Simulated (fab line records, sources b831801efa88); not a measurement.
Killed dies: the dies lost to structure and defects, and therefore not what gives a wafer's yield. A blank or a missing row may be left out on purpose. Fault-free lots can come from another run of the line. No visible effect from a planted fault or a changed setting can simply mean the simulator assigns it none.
Matching of chambers | flow gf180mcu | GF_V4_ETCH_16 on rie-diel-03 has 4 sister chambers
The step etches BARC in N2/H2. 20 wafers are shown with their chamber, then 10 later ones without.

WAFERS PAIRED WITH THEIR CHAMBERS
wafer  | chamber | drypump-motor-current-A (A) | rf-fwd-power-W (W) | throttle-valve-pct (%)
L075.1 | 0       | 5.9                         | 493.2              | 13.001
L075.2 | 2       | 5.2                         | 496.3              | 12.990
L075.3 | 1       | 6.4                         | 491.8              | 12.997
L076.1 | 0       | 5.9                         | 490.1              | 12.988
L076.2 | 2       | 5.1                         | 497.5              | 12.983
L076.3 | 3       | 5.8                         | 495.0              | 12.997
L077.1 | 2       | 5.2                         | 496.1              | 13.005
L077.5 | 1       | 6.3                         | 495.9              | 12.994
L077.6 | 0       | 5.9                         | 490.3              | 12.989
L079.1 | 0       | 5.8                         | 493.8              | 12.998
L079.4 | 3       | 5.9                         | 496.1              | 12.995
L079.6 | 1       | 6.4                         | 493.4              | 12.985
L080.3 | 2       | 5.2                         | 495.9              | 12.983
L080.5 | 3       | 5.9                         | 497.6              | 13.011
L080.6 | 0       | 5.8                         | 492.2              | 12.989
L082.1 | 0       | 5.8                         | 489.9              | 12.992
L082.5 | 3       | 5.9                         | 497.7              | 12.987
L082.6 | 0       | 5.9                         | 489.6              | 12.995
L083.3 | 0       | 5.9                         | 489.4              | 12.999
L083.4 | 3       | 5.8                         | 495.8              | 13.005

SIGNATURES (averages over the wafers above)
reading                 | chamber 0 | chamber 1 | chamber 2 | chamber 3 | scatter within a chamber
drypump-motor-current-A | 5.862     | 6.367     | 5.175     | 5.860     | 0.053
rf-fwd-power-W          | 491.062   | 493.700   | 496.450   | 496.440   | 1.52
throttle-valve-pct      | 12.99387  | 12.99200  | 12.99025  | 12.99900  | 0.00761
Rule: a wafer lies at a distance from a chamber equal to the root of the sum of squares, over the readings, of (its reading less the chamber's mean, divided by the reading's scatter). The wafer belongs to the nearest chamber; if the next one is less than 2 further off, it can't be placed. The scatter is the square root of a quotient: the sum, over the shown wafers, of each reading's squared deviation from its chamber's mean, divided by wafers minus chambers.

WAFERS WHOSE CHAMBER IS MISSING
wafer  | drypump-motor-current-A (A) | rf-fwd-power-W (W) | throttle-valve-pct (%)
L083.5 | 5.2                         | 498.7              | 12.999
L086.1 | 5.8                         | 488.9              | 12.995
L086.2 | 5.9                         | 498.7              | 12.997
L086.4 | 5.3                         | 494.5              | 13.014
L092.2 | 6.3                         | 493.7              | 13.009
L092.4 | 5.9                         | 496.0              | 13.002
L092.5 | 6.4                         | 494.9              | 12.996
L097.4 | 5.9                         | 488.8              | 12.997
L097.5 | 6.3                         | 492.8              | 13.007
L097.6 | 5.9                         | 494.8              | 12.995

WHICH CHAMBER EACH WENT THROUGH
wafer  | from the rows above     | in truth
L083.5 | 2                       | 2
L086.1 | 0                       | 0
L086.2 | 3                       | 3
L086.4 | 2                       | 2
L092.2 | 1                       | 1
L092.4 | 3                       | 3
L092.5 | 1                       | 1
L097.4 | 0                       | 0
L097.5 | 1                       | 1
L097.6 | can't be placed: 3 or 0 | 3
9 of 10 placed correctly. Not placeable from these rows: 1 (in 1, the candidates include the true chamber). Wrongly placed: 0.
